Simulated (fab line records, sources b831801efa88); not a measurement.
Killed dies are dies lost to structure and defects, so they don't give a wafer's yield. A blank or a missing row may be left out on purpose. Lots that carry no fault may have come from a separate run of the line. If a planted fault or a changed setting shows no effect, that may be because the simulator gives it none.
fab line records | flow sky130
record: lots: 12 | wafers: 36 | lastDay: 50
route steps=708 shown VIA3@574 METAL4@632 PASSIVATION@684 PAD_OPEN@701
lots with no fault: from the same line, run without faults
startH: the number of hours between the record's first day and the start of the first shown wafer of the lot | waitH: how many hours have passed since the lot's step before this one | " repeats the value in the row above | L1.1+2: a row that stands for several wafers | - either no value or no given start | * or withheld: withheld | < > ~ a bound
route shown NAME@n: a module of which the file shows steps, and the number in the route of the first | usual: the fault-free wafers' mean and standard deviation | same: alike in all rows | chamber/n: place in a boat | sites: readings site by site | _std_site: the values' standard deviation | _edge_site: outer sites' mean less inner sites' | radiusMm: how far each site lies from the wafer's centre | mask NAME#n: copy n | behind: the tool/chamber that last shaped the wafer | hold: why the lot went on hold/how many hours it stayed there/how the hold came to an end | device: names the non-switching transistor (n, p or np) | end of line: at the end of the route, the tests of the same wafers | a step given without rows: its recipe and nothing more | killed: dies that structure and defects cost at the first sort, which is not the same as the wafer's yield | map: the dies of a wafer, with x for killed, . for not killed, _ for no die there
set.NAME: the run value of the setting; set.NAME@STEP: its run value at that earlier step | model.NAME: the simulator's own value behind a step, which no gauge read
one table for each step of the route and one row for each wafer, over a sample of lots
services: the hour from which a tool's chamber was out of use, counted from the record's first day as startH (under 0 if before that day), plus the number of hours and why
== steps ==
step: SKY_VIA3_THK_MEAS_01
recipe: reads: SiO2_of_VIA3_HDPCVD_00
usual: VIA3_HDPCVD_THK: 1634/17
lot.wafer | tool         | chamber | startH  | waitH | VIA3_HDPCVD_THK[nm]
L980.2    | filmMetro-03 | -       | 902.35  | 0.1   | 1661
L980.3    | "            | -       | "       | "     | 1625
L980.4    | "            | -       | "       | "     | 1661
L981.3    | filmMetro-01 | -       | 906.48  | 0.1   | 1640
L981.5    | "            | -       | "       | "     | 1639
L981.6    | "            | -       | "       | "     | 1651
L985.1    | filmMetro-04 | -       | 950.54  | 0.1   | 1638
L985.2    | "            | -       | "       | "     | 1628
L985.4    | "            | -       | "       | "     | 1644
L984.1    | filmMetro-01 | -       | 956.20  | 0.1   | 1644
L984.4    | "            | -       | "       | "     | 1651
L984.6    | "            | -       | "       | "     | 1638
L983.2    | filmMetro-01 | -       | 956.86  | 0.1   | 1626
L983.3    | "            | -       | "       | "     | 1642
L983.6    | "            | -       | "       | "     | 1642
L986.2    | filmMetro-01 | -       | 962.03  | 0.1   | 1635
L986.3    | "            | -       | "       | "     | 1613
L986.4    | "            | -       | "       | "     | 1629
L988.2    | filmMetro-03 | -       | 962.21  | 0.1   | 1634
L988.4    | "            | -       | "       | "     | 1627
L988.5    | "            | -       | "       | "     | 1642
L989.4    | filmMetro-03 | -       | 993.75  | 0.0   | 1596
L989.5    | "            | -       | "       | "     | 1627
L989.6    | "            | -       | "       | "     | 1650
L990.4    | filmMetro-04 | -       | 994.10  | 0.0   | 1608
L990.5    | "            | -       | "       | "     | 1630
L990.6    | "            | -       | "       | "     | 1667
L991.1    | filmMetro-01 | -       | 996.70  | 0.1   | 1655
L991.2    | "            | -       | "       | "     | 1652
L991.6    | "            | -       | "       | "     | 1640
L998.1    | filmMetro-04 | -       | 1022.74 | 0.1   | 1622
L998.4    | "            | -       | "       | "     | 1642
L998.6    | "            | -       | "       | "     | 1631
L103.1    | filmMetro-03 | -       | 1052.05 | 0.1   | 1615
L103.3    | "            | -       | "       | "     | 1649
L103.4    | "            | -       | "       | "     | 1629
step: SKY_METAL4_ETCH_16
recipe: chemistry: N2/H2 | target: BARC | ionEnergyEv: 200 | biasW: 100 | pressureMtorr: 30 | n2FlowSccm: 100 | h2FlowSccm: 200 | icpW: 500 | stopOn: SiO2 | timeS: 88.2 | targetDepthA: 600
usual: biasW: 99.93/0.29 | drypumpMotorCurrentA: 5.5/0.35 | h2FlowSccm: 199.9/0.58 | oesProductAu: 0.628/0.0044 | throttleValvePct: 13.206/0.0099
lot.wafer | tool        | chamber | startH  | waitH | biasW  | drypumpMotorCurrentA | h2FlowSccm | oesProductAu | rfHoursCounterH | throttleValvePct
L980.2    | rieMetal-01 | 1       | 976.45  | 0.0   | 100.27 | 5.2                  | 200.2      | 0.630        | 13              | 13.222
L980.3    | "           | 0       | "       | "     | 100.25 | 5.8                  | 199.5      | 0.628        | -               | 13.194
L980.4    | "           | 1       | "       | "     | 100.47 | 5.2                  | 199.6      | 0.632        | -               | 13.202
L981.3    | rieMetal-02 | 1       | 982.68  | 0.0   | 99.95  | 5.1                  | 199.0      | 0.628        | -               | 13.214
L981.5    | "           | 1       | "       | "     | 100.03 | 5.1                  | 199.9      | 0.623        | -               | 13.214
L981.6    | "           | 0       | "       | "     | 99.66  | 5.8                  | 199.9      | 0.629        | -               | 13.203
L985.1    | rieMetal-01 | 0       | 1024.75 | 0.0   | 100.17 | 5.8                  | 200.6      | 0.625        | 11              | 13.200
L985.2    | "           | 1       | "       | "     | 99.51  | 5.2                  | 199.2      | 0.628        | 16              | 13.194
L985.4    | "           | 1       | "       | "     | 99.72  | 5.2                  | 199.0      | 0.629        | -               | 13.225
L984.1    | rieMetal-01 | 0       | 1029.51 | 0.0   | 100.08 | 5.8                  | 199.9      | 0.629        | 11              | 13.213
L984.4    | "           | 1       | "       | "     | 99.78  | 5.2                  | 199.2      | 0.626        | -               | 13.208
L984.6    | "           | 1       | "       | "     | 100.15 | 5.2                  | 199.4      | 0.635        | -               | 13.188
L983.2    | rieMetal-02 | 0       | 1030.21 | 0.0   | 100.04 | 5.8                  | 200.0      | 0.635        | 24              | 13.212
L983.3    | "           | 1       | "       | "     | 99.60  | 5.1                  | 200.7      | 0.625        | -               | 13.210
L983.6    | "           | 1       | "       | "     | 99.50  | 5.1                  | 200.5      | 0.632        | -               | 13.210
L986.2    | rieMetal-04 | 0       | 1035.15 | 0.0   | 100.27 | 5.8                  | 198.9      | 0.626        | 6               | 13.222
L986.3    | "           | 0       | "       | "     | 99.88  | 5.8                  | 200.0      | 0.634        | -               | 13.216
L986.4    | "           | 1       | "       | "     | 100.12 | 5.9                  | 199.5      | 0.620        | -               | 13.194
L988.2    | rieMetal-01 | 1       | 1036.10 | 0.0   | 99.78  | 5.2                  | 200.2      | 0.630        | 17              | 13.208
L988.4    | "           | 0       | "       | "     | 99.81  | 5.8                  | 199.7      | 0.630        | -               | 13.232
L988.5    | "           | 0       | "       | "     | 99.68  | 5.8                  | 199.3      | 0.622        | -               | 13.214
L989.4    | rieMetal-02 | 0       | 1065.03 | 0.0   | 100.17 | 5.8                  | 200.1      | 0.626        | -               | 13.214
L989.5    | "           | 0       | "       | "     | 99.97  | 5.8                  | 199.6      | 0.629        | -               | 13.218
L989.6    | "           | 1       | "       | "     | 99.66  | 5.1                  | 199.4      | 0.629        | -               | 13.203
L990.4    | rieMetal-01 | 1       | 1066.33 | 0.0   | 100.11 | 5.2                  | 200.2      | 0.623        | -               | 13.186
L990.5    | "           | 0       | "       | "     | 99.94  | 5.8                  | 200.0      | 0.624        | -               | 13.205
L990.6    | "           | 1       | "       | "     | 100.33 | 5.2                  | 200.3      | 0.631        | -               | 13.182
L991.1    | rieMetal-04 | 0       | 1067.45 | 0.0   | 99.68  | 5.8                  | 200.7      | 0.622        | 7               | 13.201
L991.2    | "           | 1       | "       | "     | 99.98  | 5.9                  | 200.5      | 0.629        | 21              | 13.179
L991.6    | "           | 0       | "       | "     | 99.40  | 5.8                  | 200.6      | 0.625        | -               | 13.221
L998.1    | rieMetal-02 | 1       | 1090.40 | 0.0   | 99.68  | 5.1                  | 199.8      | 0.628        | 11              | 13.198
L998.4    | "           | 1       | "       | "     | 99.88  | 5.1                  | 200.4      | 0.623        | -               | 13.193
L998.6    | "           | 1       | "       | "     | 99.40  | 5.1                  | 200.3      | 0.633        | -               | 13.206
L103.1    | rieMetal-02 | 1       | 1117.24 | 0.1   | 99.69  | 5.1                  | 201.3      | 0.629        | 15              | 13.201
L103.3    | "           | 1       | "       | "     | 100.20 | 5.1                  | 201.1      | 0.625        | -               | 13.196
L103.4    | "           | 1       | "       | "     | 99.54  | 5.1                  | 199.9      | 0.631        | -               | 13.209
step: SKY_PASSIVATION_THK_MEAS_03
recipe: reads: Si3N4_of_PASSIVATION_CVD_02
usual: PASSIVATION_CVD_02_THK: 539/8.2
lot.wafer | tool         | chamber | startH  | waitH | PASSIVATION_CVD_02_THK[nm]
L980.2    | filmMetro-01 | -       | 1027.05 | -     | 535
L980.3    | "            | -       | "       | "     | 526
L980.4    | "            | -       | "       | "     | 538
L981.3    | filmMetro-04 | -       | 1034.09 | -     | 548
L981.5    | "            | -       | "       | "     | 549
L981.6    | "            | -       | "       | "     | 532
L985.1    | filmMetro-01 | -       | 1071.85 | -     | 526
L985.2    | "            | -       | "       | "     | 532
L985.4    | "            | -       | "       | "     | 547
L984.1    | filmMetro-04 | -       | 1076.18 | -     | 528
L984.4    | "            | -       | "       | "     | 543
L984.6    | "            | -       | "       | "     | 535
L983.2    | filmMetro-04 | -       | 1076.67 | -     | 537
L983.3    | "            | -       | "       | "     | 536
L983.6    | "            | -       | "       | "     | 544
L986.2    | filmMetro-01 | -       | 1082.05 | -     | 536
L986.3    | "            | -       | "       | "     | 528
L986.4    | "            | -       | "       | "     | 549
L988.2    | filmMetro-04 | -       | 1083.15 | -     | 540
L988.4    | "            | -       | "       | "     | 545
L988.5    | "            | -       | "       | "     | 539
L989.4    | filmMetro-03 | -       | 1111.27 | -     | 546
L989.5    | "            | -       | "       | "     | 543
L989.6    | "            | -       | "       | "     | 535
L990.4    | filmMetro-04 | -       | 1111.33 | -     | 533
L990.5    | "            | -       | "       | "     | 529
L990.6    | "            | -       | "       | "     | 552
L991.1    | filmMetro-03 | -       | 1113.04 | -     | 542
L991.2    | "            | -       | "       | "     | 531
L991.6    | "            | -       | "       | "     | 555
L998.1    | filmMetro-04 | -       | 1133.46 | -     | 537
L998.4    | "            | -       | "       | "     | 543
L998.6    | "            | -       | "       | "     | 549
L103.1    | filmMetro-03 | -       | 1159.64 | -     | 542
L103.3    | "            | -       | "       | "     | 527
L103.4    | "            | -       | "       | "     | 547
step: SKY_PAD_OPEN_ETCH_07
recipe: chemistry: CF4/O2 | targetDepthNm: 725 | stopOn: AlCu | sourceW: 800 | biasW: 150 | pressureMtorr: 150 | cf4FlowSccm: 80 | O2_flow_sccm: 10 | timeS: 161.1
usual: biasW: 149.9/0.44 | drypumpMotorCurrentA: 5.6/0.48 | oesProductAu: 0.975/0.0077 | throttleValvePct: 5.963/0.0088
lot.wafer | tool       | chamber | startH  | waitH | biasW | drypumpMotorCurrentA | oesProductAu | rfHoursCounterH | throttleValvePct
L980.2    | rieDiel-02 | 1       | 1070.06 | -     | 150.2 | 5.3                  | 0.972        | 13              | 5.976
L980.3    | "          | 3       | "       | "     | 150.0 | 6.3                  | 0.973        | 19              | 5.960
L980.4    | "          | 0       | "       | "     | 149.5 | 6.2                  | 0.974        | 20              | 5.959
L981.3    | rieDiel-01 | 0       | 1077.26 | -     | 150.6 | 5.6                  | 0.982        | 7               | 5.965
L981.5    | "          | 0       | "       | "     | 150.3 | 5.5                  | 0.995        | -               | 5.963
L981.6    | "          | 1       | "       | "     | 150.1 | 5.0                  | 0.966        | -               | 5.958
L985.1    | rieDiel-01 | 1       | 1113.11 | -     | 149.3 | 5.1                  | 0.962        | 14              | 5.970
L985.2    | "          | 0       | "       | "     | 149.6 | 5.5                  | 0.964        | 8               | 5.957
L985.4    | "          | 1       | "       | "     | 149.6 | 5.1                  | 0.987        | -               | 5.977
L984.1    | rieDiel-01 | 2       | 1116.61 | -     | 143.9 | 5.0                  | 0.961        | 27              | 5.954
L984.4    | "          | 3       | "       | "     | 143.0 | 6.2                  | 0.969        | 0               | 5.960
L984.6    | "          | 1       | "       | "     | 142.2 | 5.1                  | 0.969        | -               | 5.967
L983.2    | rieDiel-03 | 0       | 1117.37 | -     | 149.3 | 6.6                  | 0.984        | 22              | 5.952
L983.3    | "          | 1       | "       | "     | 150.0 | 5.7                  | 0.970        | 26              | 5.974
L983.6    | "          | 1       | "       | "     | 150.1 | 5.7                  | 0.981        | -               | 5.978
L986.2    | rieDiel-01 | 2       | 1121.07 | -     | 143.0 | 5.0                  | 0.963        | 27              | 5.962
L986.3    | "          | 1       | "       | "     | 142.3 | 5.1                  | 0.970        | 14              | 5.960
L986.4    | "          | 0       | "       | "     | 142.8 | 5.6                  | 0.977        | 9               | 5.965
L988.2    | rieDiel-01 | 0       | 1124.02 | -     | 142.8 | 5.6                  | 0.974        | 9               | 5.963
L988.4    | "          | 3       | "       | "     | 142.8 | 6.2                  | 0.977        | 0               | 5.957
L988.5    | "          | 1       | "       | "     | 142.8 | 5.0                  | 0.972        | -               | 5.965
L989.4    | rieDiel-02 | 1       | 1149.67 | -     | 149.9 | 5.2                  | 0.981        | 15              | 5.977
L989.5    | "          | 0       | "       | "     | 149.5 | 6.2                  | 0.969        | -               | 5.955
L989.6    | "          | 1       | "       | "     | 150.0 | 5.3                  | 0.973        | -               | 5.964
L990.4    | rieDiel-02 | 3       | 1150.02 | -     | 149.7 | 6.3                  | 0.979        | 22              | 5.961
L990.5    | "          | 2       | "       | "     | 149.4 | 5.7                  | 0.971        | -               | 5.959
L990.6    | "          | 3       | "       | "     | 149.5 | 6.3                  | 0.981        | -               | 5.950
L991.1    | rieDiel-03 | 0       | 1150.96 | -     | 149.8 | 6.6                  | 0.984        | 24              | 5.950
L991.2    | "          | 2       | "       | "     | 149.7 | 6.1                  | 0.968        | 5               | 5.952
L991.6    | "          | 2       | "       | "     | 149.9 | 6.1                  | 0.995        | -               | 5.968
L998.1    | rieDiel-02 | 3       | 1168.97 | -     | 150.3 | 6.3                  | 0.970        | 22              | 5.967
L998.4    | "          | 0       | "       | "     | 150.4 | 6.2                  | 0.968        | 23              | 5.973
L998.6    | "          | 1       | "       | "     | 150.2 | 5.3                  | 0.979        | -               | 5.957
L103.1    | rieDiel-03 | 3       | 1191.72 | -     | 150.0 | 5.6                  | 0.969        | 23              | 5.950
L103.3    | "          | 1       | "       | "     | 149.9 | 5.7                  | 0.969        | 29              | 5.957
L103.4    | "          | 3       | "       | "     | 150.9 | 5.6                  | 0.977        | -               | 5.965
step: SKY_PAD_OPEN_PROBE_99
usual: killed_at_M0_to_M3: 43/7.5 | killed_at_M4_up: 2.8/1.8 | killedAtContacts: 24/5.3 | killedAtFrontEnd: 14/4.2 | killedAtOther: 0.3/0.54 | killedDies: 84/9.4 | killedOpen: 46/7.1 | killedShort: 38/6.6
same: grossDies: 492 | killedAtBackSide: 0
lot.wafer | tool      | chamber | startH  | waitH | killed_at_M0_to_M3 | killed_at_M4_up | killedAtContacts | killedAtFrontEnd | killedAtOther | killedDies | killedOpen | killedShort
L980.2    | prober-01 | -       | 1072.43 | 0.1   | 46                 | 4               | 17               | 18               | 0             | 85         | 48         | 36
L980.3    | prober-01 | -       | 1072.48 | 0.2   | 40                 | 2               | 24               | 14               | 0             | 80         | 44         | 36
L980.4    | prober-01 | -       | 1072.53 | 0.2   | 42                 | 3               | 17               | 14               | 0             | 76         | 40         | 36
killed by level:class
L980.2 VIA1:geometricParticle:open=12 VIA3:geometricParticle:open=7 CONTACT:geometricParticle:open=6 VIA2:geometricParticle:open=6 METAL1:geometricParticle:short=5 POLY_GATE:geometricParticle:open=4 LI_CONTACT:geometricParticle:open=4 VIA1:geometricParticle:short=4
L980.3 CONTACT:geometricParticle:open=9 VIA1:geometricParticle:open=9 POLY_GATE:geometricParticle:short=7 LI_CONTACT:geometricParticle:open=7 VIA2:geometricParticle:open=6 VIA1:geometricParticle:short=6 CONTACT:geometricParticle:short=5 METAL2:geometricParticle:short=4
L980.4 VIA1:geometricParticle:open=8 VIA3:geometricParticle:open=8 LI_CONTACT:geometricParticle:open=6 VIA2:geometricParticle:open=6 METAL1:geometricParticle:short=5 METAL2:geometricParticle:short=5 FIELD_ISO:geometricParticle:open=4 LOCAL_INTERCONNECT:geometricParticle:short=4
== services ==
tool        | chamber | startH  | hours | kind
rieDiel-03  | 2       | 996.63  | -     | clean
rieDiel-03  | 2       | 996.63  | 17.4  | scheduledDown
rieDiel-03  | 2       | 996.63  | 17.4  | ventCycle
rieMetal-02 | -       | 1001.94 | 0.5   | repair
rieDiel-03  | -       | 1032.88 | 2.7   | repair
rieDiel-01  | -       | 1037.52 | 2.8   | pm
rieDiel-02  | 0       | 1039.28 | 1.9   | repair
rieMetal-04 | -       | 1041.61 | 14.6  | pm
rieDiel-03  | -       | 1047.06 | 4.1   | repair
rieMetal-01 | -       | 1073.00 | 0.6   | repair
rieDiel-03  | -       | 1087.72 | 0.9   | repair
rieDiel-01  | 3       | 1094.51 | -     | clean
rieDiel-01  | 3       | 1094.51 | 20.4  | scheduledDown
rieDiel-01  | 3       | 1094.51 | 20.4  | ventCycle
rieDiel-01  | 0       | 1099.23 | 2.8   | repair
rieMetal-02 | 0       | 1099.26 | -     | clean
rieMetal-02 | 0       | 1099.26 | 38.9  | scheduledDown
rieMetal-02 | 0       | 1099.26 | 38.9  | ventCycle
rieDiel-03  | -       | 1104.59 | 0.2   | repair
rieMetal-01 | -       | 1105.85 | 0.7   | repair
rieDiel-03  | 3       | 1128.73 | 3.8   | repair
rieMetal-02 | 1       | 1135.89 | 26.8  | repair
rieDiel-02  | -       | 1163.51 | 4.3   | pm
rieDiel-03  | 0       | 1183.17 | 9.2   | repair
== key ==
firstSign: step: SKY_PAD_OPEN_ETCH_07 | reading: biasW | direction: down | sigmas: 16 | usual: 149.9 | struck: 142.8
effect none on later readings
metAt SKY_PAD_OPEN_ETCH_07
struckLots L984,L986,L988
testerLeftOut L984,L986,L988
notActingAt SKY_VIA3_THK_MEAS_01,SKY_METAL4_ETCH_16,SKY_PASSIVATION_THK_MEAS_03
onsetBetween 1113.11 1116.61
earlierFault: kind: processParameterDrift | tool: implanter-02 | chamber: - | onsetH: 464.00 | steps: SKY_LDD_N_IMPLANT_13 | channel: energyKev | offset: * | shape: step | endH: 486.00 | actsIn: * | stated: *
earlierFault: kind: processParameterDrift | tool: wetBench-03 | chamber: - | onsetH: 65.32 | steps: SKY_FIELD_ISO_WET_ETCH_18 | channel: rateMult | offset: 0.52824 | shape: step | endH: 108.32
fault: kind: processParameterDrift | tool: rieDiel-01 | chamber: - | onsetH: 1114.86 | steps: SKY_PAD_OPEN_ETCH_07 | channel: biasW | offset: -7.0452 | shape: step | endH: 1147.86 | actsIn: theseRecipesOnly | stated: 150
testerLeftOut: of these lots the tester's yield and bins aren't shown, on N5 and GAA mostly nor the transistor test; their killed dies are dies lost to structure and defects alone, not to doping, threshold or leakage, so they don't give the yield
